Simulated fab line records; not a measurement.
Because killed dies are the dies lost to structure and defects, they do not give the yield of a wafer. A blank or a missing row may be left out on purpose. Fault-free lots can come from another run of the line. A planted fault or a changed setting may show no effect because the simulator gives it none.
Problem report, 8D (eight disciplines) form, completed by code    flow gf180mcu    the parts of the form that need people (team, actions taken, sign-off) are left out

## 1. WHAT IS WRONG
chamber_o2_ppm at GF_SALICIDE_RTA_08 reads a mean of 1502.000 on 6 wafers of 2 lots; wafers without a fault read 1.997 with a standard deviation of 0.022. So: +99 or more standard deviations from the usual mean.
The step: time 30 s.
First seen on wafer L469.1, day 16 20:25, on rtp_anneal-02. The record holds 42 wafers of 14 lots with a number at this step. Rule for "out", or "out of limits": more than 4 standard deviations from the usual mean. The rest of the wafers with a number are treated as sound.

## 2. WHAT IT IS, WHAT IT ISN'T
question                     is                      is not
which readings at this step  chamber_o2_ppm          lamp_power_pct, wafer_temp_C_max
which lots                   L469, L470              L466, L467, L468, L475, L478, L479, L480, L481, L482, L483, L485, L487
which wafers of those lots   all that have a number  -
read on which tools          rtp_anneal-02           rtp_anneal-01
when                         from day 16 20:25       up to then (9 sound wafers); but 27 sound wafers of L475, L478, L479, L480, L481, L482, L483, L485, L487 came after

## 3. SUSPECTS, AND WHAT RULES EACH OUT
Counting: any tool at a process step up to the reading is kept as a suspect provided that every lot that is out went through it and no sound lot did after the first of them.
- rtp_anneal-02 at GF_SALICIDE_RTA_08 (time 30 s): ruled out as a lasting fault. The sound lots L479, L480, L481, L483, L485, L487 went through it after L469, its earliest lot that is out (day 16 20:25).
Left after counting: nothing in the record.

## 4. THE CAUSE (what the simulator had put in)
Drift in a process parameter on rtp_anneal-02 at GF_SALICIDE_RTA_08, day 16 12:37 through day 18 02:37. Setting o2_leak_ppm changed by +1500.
Counting ruled it out, wrongly.

## 5. THE CHAIN OF EFFECTS, in route order
One row per reading whose mean, taken over the struck wafers that have a number, lies over 3 standard deviations from the usual. Readings are gone through only where the record gives a usual standard deviation; hours: the median, over the lots, of the time from a lot's start at the first step in this table giving one to that lot's start at this step; sigmas: the change measured in usual standard deviations.
hours  step                reading         usual  on struck wafers  change     sigmas
0      GF_SALICIDE_RTA_08  chamber_o2_ppm  1.997  1502.000          +1500.003  +99 or more
The process steps in it:
- GF_SALICIDE_RTA_08: time 30 s.
Later measuring or inspecting steps at which every struck wafer that the step has a row for has a number for every such reading, and none has moved that far: GF_V1_CD_MEAS_14, GF_V1_OVL_MEAS_15.

## 6. WHAT WOULD HAVE CAUGHT IT SOONER
In this record no reading fell out of limits until day 16 20:25, 8 hours after the fault had begun at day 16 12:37.
